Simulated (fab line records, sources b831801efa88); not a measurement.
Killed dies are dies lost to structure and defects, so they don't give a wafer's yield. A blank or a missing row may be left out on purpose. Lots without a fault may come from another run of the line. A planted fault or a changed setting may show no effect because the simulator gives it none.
Split-lot experiment | flow sky130 | 5 lots, 23 wafers read, on a route of 708 steps

THE SPLIT
At SKY_CONTACT_COAT_09 (resist thk 450 nm), the setting resist_thk_nm was moved away from the recipe's 450 nm on 8 of the 23 wafers read, by -4.0% to +4.1%. The other wafers ran this setting at the recipe's value.

FROM THE SPLIT TO THE READING: what the file shows between them, 4 steps
- SKY_CONTACT_SOFTBAKE_10: time 90 s
- SKY_CONTACT_EXPOSE_11: exposes mask CTM1, target cd 170 nm
- SKY_CONTACT_ETCH_16: etches BARC in N2/H2, stops on SiO2, time 45.9 s, target depth 60 nm
- SKY_CONTACT_ETCH_17: etches SiO2 in C4F8/O2/Ar, stops on Si3N4, target depth 340 nm

THE READING
KrF-thick_of_CONTACT_COAT_09.thk_nm (the simulator's own value, which no gauge read), in nm, at SKY_CONTACT_ETCH_18 (etches Si3N4 in CHF3/O2, stops on TiN, time 39 s, target depth 75 nm). The file gives no usual value for it. The 15 wafers here that ran the recipe average 243.4 nm, standard deviation 3.5 nm.

wafer  | tool, chamber at the split | resist_thk_nm as run, nm | against the recipe | KrF-thick_of_CONTACT_COAT_09.thk_nm, nm | against lot-mates on the recipe
L077.1 | litho_track-03, 0          | 450                      | recipe             | 242.9                                   | -
L077.2 | litho_track-03, 0          | 450                      | recipe             | 237.7                                   | -
L077.3 | litho_track-03, 0          | 450                      | recipe             | 241.7                                   | -
L077.4 | litho_track-03, 0          | 464.4                    | +3.2%              | 259.8                                   | +19.0
L077.5 | litho_track-03, 0          | 464.4                    | +3.2%              | 259.9                                   | +19.1
L079.1 | litho_track-04, 0          | 468.3                    | +4.1%              | 261.5                                   | +16.2
L079.2 | litho_track-04, 0          | 468.3                    | +4.1%              | 261.6                                   | +16.3
L079.3 | litho_track-04, 0          | 450                      | recipe             | 242.7                                   | -
L079.4 | litho_track-04, 0          | 450                      | recipe             | 250.5                                   | -
L079.5 | litho_track-04, 0          | 450                      | recipe             | 242.8                                   | -
L080.2 | litho_track-03, 0          | 432                      | -4.0%              | 222.6                                   | -23.1
L080.3 | litho_track-03, 0          | 432                      | -4.0%              | 221.3                                   | -24.4
L080.4 | litho_track-03, 0          | 450                      | recipe             | 243.9                                   | -
L080.5 | litho_track-03, 0          | 450                      | recipe             | 250.5                                   | -
L080.6 | litho_track-03, 0          | 450                      | recipe             | 242.7                                   | -
L083.1 | litho_track-01, 0          | 450                      | recipe             | 246.9                                   | -
L083.3 | litho_track-01, 0          | 450                      | recipe             | 242.4                                   | -
L083.4 | litho_track-01, 0          | 442                      | -1.8%              | 235.2                                   | -9.2
L083.5 | litho_track-01, 0          | 442                      | -1.8%              | 235.7                                   | -8.7
L083.6 | litho_track-01, 0          | 450                      | recipe             | 244                                     | -
L085.1 | litho_track-04, 0          | 450                      | recipe             | 238.7                                   | -
L085.2 | litho_track-04, 0          | 450                      | recipe             | 244.2                                   | -
L085.4 | litho_track-04, 0          | 450                      | recipe             | 239.7                                   | -

THE FIT
A straight line over all 23 wafers: KrF-thick_of_CONTACT_COAT_09.thk_nm changes by +4.93 nm for each +1% of resist_thk_nm; r = +0.96; the points scatter about the line by 3.1 nm.
The same after taking each lot's own level away (the mean of its wafers on the recipe; 23 wafers): +5.2 nm for each +1%; r = +0.96; scatter 3 nm.
On that fit, the largest move of resist_thk_nm shifts the reading by 21 nm.
The lots' own levels span 240.77 to 245.70 nm, that is 1.4 times the standard deviation above.
So the lot-to-lot level changes the slope little: the two slopes agree.
Check: with one of the wafers moved furthest among these (+4.1%) left out of the fit, the line predicts +21.9 nm for it against its lot-mates. It came out at +16.2 nm against them.

OTHER SPLITS ON THESE WAFERS
These wafers also went through other splits before the reading. Each is held against what the fit with the lots' levels taken away leaves over:
other split on the same wafers             | wafers away from the commonest value | r with KrF-thick_of_CONTACT_COAT_09.thk_nm (lot level and that fit taken away)
SKY_LOCAL_INTERCONNECT_METAL_ETCH_14 icp_w | 4                                    | -0.33
SKY_CONTACT_HDPCVD_02 sih4_flow_sccm       | 5                                    | +0.03

THE WHOLE CHAIN: every reading that the file lists as answering this split, in the file's order
step                | what it does                                                         | reading                                                                              | change (the file's fit)              | r (the file's)
SKY_CONTACT_COAT_09 | resist thk 450 nm                                                    | KrF-thick_of_CONTACT_COAT_09.thk_nm (the simulator's own value, which no gauge read) | +4.64 nm for each +1% of the setting | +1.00
SKY_CONTACT_ETCH_16 | etches BARC in N2/H2, stops on SiO2, time 45.9 s, target depth 60 nm | KrF-thick_of_CONTACT_COAT_09.thk_nm (the simulator's own value, which no gauge read) | +4.71 nm for each +1% of the setting | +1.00
SKY_CONTACT_ETCH_17 | etches SiO2 in C4F8/O2/Ar, stops on Si3N4, target depth 340 nm       | KrF-thick_of_CONTACT_COAT_09.thk_nm (the simulator's own value, which no gauge read) | +4.93 nm for each +1% of the setting | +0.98
SKY_CONTACT_ETCH_18 | etches Si3N4 in CHF3/O2, stops on TiN, time 39 s, target depth 75 nm | KrF-thick_of_CONTACT_COAT_09.thk_nm (the simulator's own value, which no gauge read) | +5.19 nm for each +1% of the setting | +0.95

THE FILE'S OWN FIT
KrF-thick_of_CONTACT_COAT_09.thk_nm changes by +5.19 nm for each +1% of resist_thk_nm, r = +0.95.
